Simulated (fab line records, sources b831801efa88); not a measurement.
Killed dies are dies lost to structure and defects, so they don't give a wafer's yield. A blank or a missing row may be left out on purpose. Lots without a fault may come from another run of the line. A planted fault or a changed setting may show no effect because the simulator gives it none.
Which tool did it? | flow gf180mcu | 13 lots, 39 wafers sampled, at 5 steps of a route of 602

WHAT THE GAUGES READ, wafer by wafer
GF_VT_IMPLANT_RS_MEAS_48: measures by four-point-probe.
lot  | measured     | on            | LVPWELL_RS (ohm/sq)
L863 | day 7 10:20  | film_metro-03 | 1197 1195 1199
L864 | day 7 19:53  | film_metro-02 | 1189 1192 1191
L866 | day 8 05:15  | film_metro-03 | 1200 1195 1195
L870 | day 9 06:01  | film_metro-04 | 1195 1197 1196
L871 | day 9 14:59  | film_metro-04 | 1198 1200 1198
L872 | day 9 22:00  | film_metro-03 | 1193 1194 1196
L873 | day 10 04:31 | film_metro-03 | 1168 1168 1168
L874 | day 10 16:14 | film_metro-03 | 1172 1177 1173
L878 | day 11 15:35 | film_metro-03 | 1191 1192 1190
L879 | day 12 03:22 | film_metro-04 | 1201 1200 1202
L883 | day 13 08:49 | film_metro-02 | 1200 1200 1198
L885 | day 14 02:56 | film_metro-03 | 1195 1195 1196
L886 | day 14 15:29 | film_metro-02 | 1197 1200 1194

GF_V3_THK_MEAS_03.
lot  | measured     | on            | V3_CVD_02_THK (nm)
L863 | day 21 08:12 | film_metro-03 | 851 842 844
L864 | day 21 19:35 | film_metro-03 | 830 854 859
L866 | day 22 11:42 | film_metro-02 | 831 855 847
L870 | day 23 16:31 | film_metro-02 | 833 836 841
L871 | day 24 01:12 | film_metro-03 | 841 833 841
L872 | day 24 16:14 | film_metro-01 | 846 852 864
L873 | day 24 23:21 | film_metro-03 | 843 868 866
L874 | day 25 06:25 | film_metro-02 | 850 866 862
L878 | day 26 11:08 | film_metro-01 | 847 855 864
L879 | day 27 00:19 | film_metro-01 | 839 854 849
L883 | day 28 03:52 | film_metro-03 | 857 852 867
L885 | day 29 00:30 | film_metro-02 | 849 853 861
L886 | day 29 11:28 | film_metro-03 | 847 842 859

WHICH TOOL RAN EACH LOT (tool, then ch and the chambers of the sampled wafers, then the start)
lot  | GF_LVPWELL_IMPLANT_08          | GF_M2_SPUTTER_00             | GF_M2_SPUTTER_01
L863 | implanter-02 ch 0, day 3 20:22 | pvd_sputter-03, day 18 03:17 | pvd_sputter-03, day 18 03:23
L864 | implanter-02 ch 0, day 4 04:07 | pvd_sputter-02, day 18 15:13 | pvd_sputter-02, day 18 15:19
L866 | implanter-04 ch 0, day 4 13:28 | pvd_sputter-03, day 19 06:51 | pvd_sputter-03, day 19 06:57
L870 | implanter-01 ch 0, day 5 10:58 | pvd_sputter-03, day 20 14:17 | pvd_sputter-03, day 20 14:23
L871 | implanter-04 ch 0, day 5 18:28 | pvd_sputter-02, day 20 23:02 | pvd_sputter-02, day 20 23:08
L872 | implanter-01 ch 0, day 5 23:19 | pvd_sputter-03, day 21 15:25 | pvd_sputter-03, day 21 15:31
L873 | implanter-01 ch 0, day 6 05:05 | pvd_sputter-04, day 21 22:27 | pvd_sputter-04, day 21 22:33
L874 | implanter-01 ch 0, day 6 13:41 | pvd_sputter-03, day 22 06:32 | pvd_sputter-03, day 22 06:38
L878 | implanter-02 ch 0, day 7 09:23 | pvd_sputter-02, day 23 13:29 | pvd_sputter-02, day 23 13:35
L879 | implanter-02 ch 0, day 7 16:05 | pvd_sputter-04, day 24 03:20 | pvd_sputter-04, day 24 03:26
L883 | implanter-04 ch 0, day 8 17:26 | pvd_sputter-04, day 25 09:11 | pvd_sputter-04, day 25 09:17
L885 | implanter-02 ch 0, day 9 06:59 | pvd_sputter-03, day 26 08:05 | pvd_sputter-03, day 26 08:11
L886 | implanter-02 ch 0, day 9 19:43 | pvd_sputter-03, day 26 20:16 | pvd_sputter-03, day 26 20:22
- GF_LVPWELL_IMPLANT_08
- GF_M2_SPUTTER_00: material Ti, target thk 37.5 nm, time 150 s.
- GF_M2_SPUTTER_01: material TiN, target thk 30 nm, time 25 s.

WHAT THE TOOLS THEMSELVES READ (means of the sampled wafers that have a number; where no wafer has one, the mark that the record gives instead)
GF_LVPWELL_IMPLANT_08.
lot  | tool         | beam_energy_keV | dose_ions_cm2
L863 | implanter-02 | 170.04          | 1.4994e+13
L864 | implanter-02 | 170.01          | 1.5026e+13
L866 | implanter-04 | 169.98          | 1.5013e+13
L870 | implanter-01 | 170.00          | 1.5003e+13
L871 | implanter-04 | 169.97          | 1.5008e+13
L872 | implanter-01 | 170.02          | 1.5011e+13
L873 | implanter-01 | 170.06          | 1.5579e+13
L874 | implanter-01 | 169.97          | 1.5585e+13
L878 | implanter-02 | 170.06          | 1.5013e+13
L879 | implanter-02 | 169.98          | 1.4990e+13
L883 | implanter-04 | 169.95          | 1.5007e+13
L885 | implanter-02 | 169.98          | 1.5024e+13
L886 | implanter-02 | 170.01          | 1.4998e+13

GF_M2_SPUTTER_00.
lot  | tool           | cathode_dc_power_W (W) | throttle_valve_pct (%)
L863 | pvd_sputter-03 | 4001.0                 | 29.7
L864 | pvd_sputter-02 | 4000.4                 | 31.3
L866 | pvd_sputter-03 | 4000.3                 | 30.5
L870 | pvd_sputter-03 | 4000.3                 | 30.6
L871 | pvd_sputter-02 | 4000.0                 | 29.8
L872 | pvd_sputter-03 | 4001.0                 | 29.9
L873 | pvd_sputter-04 | 3999.3                 | 29.2
L874 | pvd_sputter-03 | 3999.9                 | 30.5
L878 | pvd_sputter-02 | 3999.5                 | 30.3
L879 | pvd_sputter-04 | 3999.7                 | 29.4
L883 | pvd_sputter-04 | 3998.8                 | 28.8
L885 | pvd_sputter-03 | 4000.2                 | 29.9
L886 | pvd_sputter-03 | 4000.2                 | 29.7

GF_M2_SPUTTER_01.
lot  | tool           | cathode_dc_power_W (W) | throttle_valve_pct (%)
L863 | pvd_sputter-03 | 6498.4                 | 29.8
L864 | pvd_sputter-02 | 6499.3                 | 31.2
L866 | pvd_sputter-03 | 6499.4                 | 30.5
L870 | pvd_sputter-03 | 6498.2                 | 30.4
L871 | pvd_sputter-02 | 6500.1                 | 29.7
L872 | pvd_sputter-03 | 6499.4                 | 29.8
L873 | pvd_sputter-04 | 6500.2                 | 29.1
L874 | pvd_sputter-03 | 6501.1                 | 30.5
L878 | pvd_sputter-02 | 6499.5                 | 30.2
L879 | pvd_sputter-04 | 6499.5                 | 29.5
L883 | pvd_sputter-04 | 6500.7                 | 28.7
L885 | pvd_sputter-03 | 6499.8                 | 29.7
L886 | pvd_sputter-03 | 6501.1                 | 29.8

THE ANSWER, worked out from the rows above alone
Rule: what is usual is taken from the lots themselves. Put in order of their means at a reading, lots are off if they are a third of the lots or fewer, leave a main group of 4 or more, and stand apart from it by a gap of 3 or more times the standard deviation of the main group's means; of several such gaps the widest counts. A main group whose means are all the same, to the digits that the tables above print for the reading, isn't used. A lot without any number at a reading at which 4 lots or more have one is off too. The other lots that the step has rows for count as sound. The gauges are gone through in route order, then the tools' own readings, and for those a lot's mean is taken as printed above. The first step at which some lot is off is used, and at that step the reading that is off furthest; a lot without a number counts as furthest.
Off: L873, L874, at GF_VT_IMPLANT_RS_MEAS_48 (LVPWELL_RS). The main group: mean 1196 ohm/sq, standard deviation 3.
A tool fits if, at a process step before that reading, it ran every lot that is off, and no sound lot after the first of them. The gauges at GF_VT_IMPLANT_RS_MEAS_48 aren't tried: what is off there is off at GF_LVPWELL_IMPLANT_08 too, on other tools, and a gauge's error can't cause that. One fits: implanter-01 at GF_LVPWELL_IMPLANT_08. Its last sound lot is L872 (day 5 23:19), its first lot that is off L873 (day 6 05:05): a fault that began between those two fits.
The tool's own readings at GF_LVPWELL_IMPLANT_08 bear it out: on the lots that are off they differ by more than 5 times the standard deviation of the sound lots' means. dose_ions_cm2 reads 1.5582e+13 there against 1.5008e+13 on the sound lots.

WHAT THE SIMULATOR HAD PUT IN
Process parameter drift: implanter-01, from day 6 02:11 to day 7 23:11, at GF_LVPWELL_IMPLANT_08. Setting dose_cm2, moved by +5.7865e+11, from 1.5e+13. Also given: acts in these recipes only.
Lots struck among those shown: L873, L874. The rule above found the same.
